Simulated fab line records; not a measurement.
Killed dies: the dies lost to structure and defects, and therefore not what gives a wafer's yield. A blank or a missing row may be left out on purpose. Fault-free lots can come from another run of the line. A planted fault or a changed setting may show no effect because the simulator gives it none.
The tool behind it: which one? :: flow sky130 :: 33 wafers from 11 lots sampled at 3 of the route's 708 steps

## WHAT THE GAUGES READ, wafer by wafer
SKY_VIA3_THK_MEAS_01. Usual: for VIA3_HDPCVD_THK the level is 1632 nm and the standard deviation is 17.
lot: L365
measured: day 38 06:14
on: film_metro-01
VIA3_HDPCVD_THK (nm): 1593 1642 1600
flag: 

lot: L366
measured: day 38 13:29
on: film_metro-01
VIA3_HDPCVD_THK (nm): 1607 1623 1612
flag: 

lot: L370
measured: day 39 22:22
on: film_metro-03
VIA3_HDPCVD_THK (nm): 1620 1635 1624
flag: 

lot: L376
measured: day 41 10:02
on: film_metro-03
VIA3_HDPCVD_THK (nm): 1637 1641 1652
flag: 

lot: L378
measured: day 42 09:14
on: film_metro-01
VIA3_HDPCVD_THK (nm): 1604 1626 1642
flag: 

lot: L379
measured: day 42 13:08
on: film_metro-04
VIA3_HDPCVD_THK (nm): 1652 1638 1622
flag: 

lot: L380
measured: day 44 00:46
on: film_metro-03
VIA3_HDPCVD_THK (nm): 1632 1612 1643
flag: 

lot: L381
measured: day 44 03:43
on: film_metro-03
VIA3_HDPCVD_THK (nm): 1625 1648 1652
flag: 

lot: L386
measured: day 44 11:02
on: film_metro-01
VIA3_HDPCVD_THK (nm): 1645 1637 1636
flag: 

lot: L387
measured: day 44 14:14
on: film_metro-04
VIA3_HDPCVD_THK (nm): 1621 1622 1639
flag: 

lot: L388
measured: day 44 20:38
on: film_metro-04
VIA3_HDPCVD_THK (nm): 1670 1632 1624
flag: 

## WHAT TOOL EACH LOT RAN ON (gives the tool, then ch and the chambers of the sampled wafers, and finally the start)
lot: L365
SKY_CAPM_SPUTTER_02: pvd_sputter-04, day 36 03:22
SKY_METAL3_ETCH_16: rie_metal-01 ch 0, day 38 05:05

lot: L366
SKY_CAPM_SPUTTER_02: pvd_sputter-02, day 36 13:10
SKY_METAL3_ETCH_16: rie_metal-01 ch 0, day 38 12:20

lot: L370
SKY_CAPM_SPUTTER_02: pvd_sputter-01, day 37 21:39
SKY_METAL3_ETCH_16: rie_metal-02 ch 0,1, day 39 21:05

lot: L376
SKY_CAPM_SPUTTER_02: pvd_sputter-02, day 39 07:59
SKY_METAL3_ETCH_16: rie_metal-01 ch 0,1, day 41 08:57

lot: L378
SKY_CAPM_SPUTTER_02: pvd_sputter-02, day 40 08:14
SKY_METAL3_ETCH_16: rie_metal-04 ch 0,1, day 42 08:00

lot: L379
SKY_CAPM_SPUTTER_02: pvd_sputter-02, day 40 11:54
SKY_METAL3_ETCH_16: rie_metal-04 ch 0,1, day 42 11:45

lot: L380
SKY_CAPM_SPUTTER_02: pvd_sputter-04, day 42 02:43
SKY_METAL3_ETCH_16: rie_metal-01 ch 0,1, day 43 23:41

lot: L381
SKY_CAPM_SPUTTER_02: pvd_sputter-01, day 42 06:40
SKY_METAL3_ETCH_16: rie_metal-04 ch 0,1, day 44 02:29

lot: L386
SKY_CAPM_SPUTTER_02: pvd_sputter-01, day 42 12:55
SKY_METAL3_ETCH_16: rie_metal-02 ch 1, day 44 09:52

lot: L387
SKY_CAPM_SPUTTER_02: pvd_sputter-04, day 42 15:41
SKY_METAL3_ETCH_16: rie_metal-02 ch 1, day 44 13:07

lot: L388
SKY_CAPM_SPUTTER_02: pvd_sputter-01, day 42 22:25
SKY_METAL3_ETCH_16: rie_metal-01 ch 0,1, day 44 19:33
- SKY_CAPM_SPUTTER_02: material TiN, target thk 200 nm, time 166.7 s.
- SKY_METAL3_ETCH_16: etches BARC in N2/H2, stops on SiO2, time 88.2 s, target depth 60 nm.

## AS READ BY THE TOOLS THEMSELVES (means over the sampled wafers that have a number; for cases with no such wafer, the mark the record gives instead)
SKY_CAPM_SPUTTER_02. Usual: substrate_temp_c 300.00 C, standard deviation 0.19; throttle_valve_pct 29.9 %, standard deviation 1.2.
lot: L365
tool: pvd_sputter-04
substrate_temp_c (C): 300.24
throttle_valve_pct (%): 30.2
flag: 

lot: L366
tool: pvd_sputter-02
substrate_temp_c (C): 299.98
throttle_valve_pct (%): 30.2
flag: 

lot: L370
tool: pvd_sputter-01
substrate_temp_c (C): 300.05
throttle_valve_pct (%): 30.9
flag: 

lot: L376
tool: pvd_sputter-02
substrate_temp_c (C): 300.00
throttle_valve_pct (%): 30.5
flag: 

lot: L378
tool: pvd_sputter-02
substrate_temp_c (C): 300.07
throttle_valve_pct (%): 30.1
flag: 

lot: L379
tool: pvd_sputter-02
substrate_temp_c (C): 300.00
throttle_valve_pct (%): 29.5
flag: 

lot: L380
tool: pvd_sputter-04
substrate_temp_c (C): 300.00
throttle_valve_pct (%): 30.0
flag: 

lot: L381
tool: pvd_sputter-01
substrate_temp_c (C): 299.97
throttle_valve_pct (%): 29.3
flag: 

lot: L386
tool: pvd_sputter-01
substrate_temp_c (C): 299.85
throttle_valve_pct (%): 30.1
flag: 

lot: L387
tool: pvd_sputter-04
substrate_temp_c (C): 299.98
throttle_valve_pct (%): 28.4
flag: 

lot: L388
tool: pvd_sputter-01
substrate_temp_c (C): 300.17
throttle_valve_pct (%): 30.4
flag: 

SKY_METAL3_ETCH_16. Usual: drypump_motor_current_A 5.8 A, standard deviation 0.39; he_backside_leak_sccm 3.38 sccm, standard deviation 0.23; oes_product_au 0.625 a.u., standard deviation 0.0047; rf_fwd_power_W 496.4 W, standard deviation 1.8; throttle_valve_pct 13.205 %, standard deviation 0.0093.
lot: L365
tool: rie_metal-01
drypump_motor_current_A (A): 6.3
he_backside_leak_sccm (sccm): 3.26
oes_product_au (a.u.): 0.624
rf_fwd_power_W (W): 498.2
throttle_valve_pct (%): 13.210
flag: 

lot: L366
tool: rie_metal-01
drypump_motor_current_A (A): 6.3
he_backside_leak_sccm (sccm): 3.63
oes_product_au (a.u.): 0.624
rf_fwd_power_W (W): 497.1
throttle_valve_pct (%): 13.205
flag: 

lot: L370
tool: rie_metal-02
drypump_motor_current_A (A): 5.6
he_backside_leak_sccm (sccm): 3.55
oes_product_au (a.u.): 0.624
rf_fwd_power_W (W): 496.5
throttle_valve_pct (%): 13.194
flag: 

lot: L376
tool: rie_metal-01
drypump_motor_current_A (A): 5.9
he_backside_leak_sccm (sccm): 3.35
oes_product_au (a.u.): 0.624
rf_fwd_power_W (W): 496.7
throttle_valve_pct (%): 13.206
flag: 

lot: L378
tool: rie_metal-04
drypump_motor_current_A (A): 5.8
he_backside_leak_sccm (sccm): 3.37
oes_product_au (a.u.): 0.626
rf_fwd_power_W (W): 494.6
throttle_valve_pct (%): 13.215
flag: 

lot: L379
tool: rie_metal-04
drypump_motor_current_A (A): 5.8
he_backside_leak_sccm (sccm): 3.25
oes_product_au (a.u.): 0.625
rf_fwd_power_W (W): 495.9
throttle_valve_pct (%): 13.211
flag: 

lot: L380
tool: rie_metal-01
drypump_motor_current_A (A): 5.9
he_backside_leak_sccm (sccm): 3.29
oes_product_au (a.u.): 0.622
rf_fwd_power_W (W): 495.7
throttle_valve_pct (%): 13.195
flag: 

lot: L381
tool: rie_metal-04
drypump_motor_current_A (A): 5.9
he_backside_leak_sccm (sccm): 3.45
oes_product_au (a.u.): 0.626
rf_fwd_power_W (W): 495.5
throttle_valve_pct (%): 13.209
flag: 

lot: L386
tool: rie_metal-02
drypump_motor_current_A (A): 5.7
he_backside_leak_sccm (sccm): 3.48
oes_product_au (a.u.): 0.626
rf_fwd_power_W (W): 498.6
throttle_valve_pct (%): 13.204
flag: 

lot: L387
tool: rie_metal-02
drypump_motor_current_A (A): 5.7
he_backside_leak_sccm (sccm): 3.65
oes_product_au (a.u.): 0.622
rf_fwd_power_W (W): 496.8
throttle_valve_pct (%): 13.194
flag: 

lot: L388
tool: rie_metal-01
drypump_motor_current_A (A): 5.9
he_backside_leak_sccm (sccm): 3.32
oes_product_au (a.u.): 0.625
rf_fwd_power_W (W): 497.3
throttle_valve_pct (%): 13.197
flag: 

## THE ANSWER, worked out from the rows above alone
Rule: lot off if the mean of its wafers having a number is beyond 3 standard deviations from the usual mean. A lot without any number at a reading at which 4 lots or more have one is off too. All remaining lots with rows at the step are treated as sound. Order of review: gauges by route order, followed by the tools' own readings, for which a lot's mean as printed above is used. At the first step where some lot is off, the reading lying furthest off is the one used; lots without a number count as furthest.
No lot is off at any reading shown: from this, nothing can be told.

## WHAT THE SIMULATOR HAD INSERTED
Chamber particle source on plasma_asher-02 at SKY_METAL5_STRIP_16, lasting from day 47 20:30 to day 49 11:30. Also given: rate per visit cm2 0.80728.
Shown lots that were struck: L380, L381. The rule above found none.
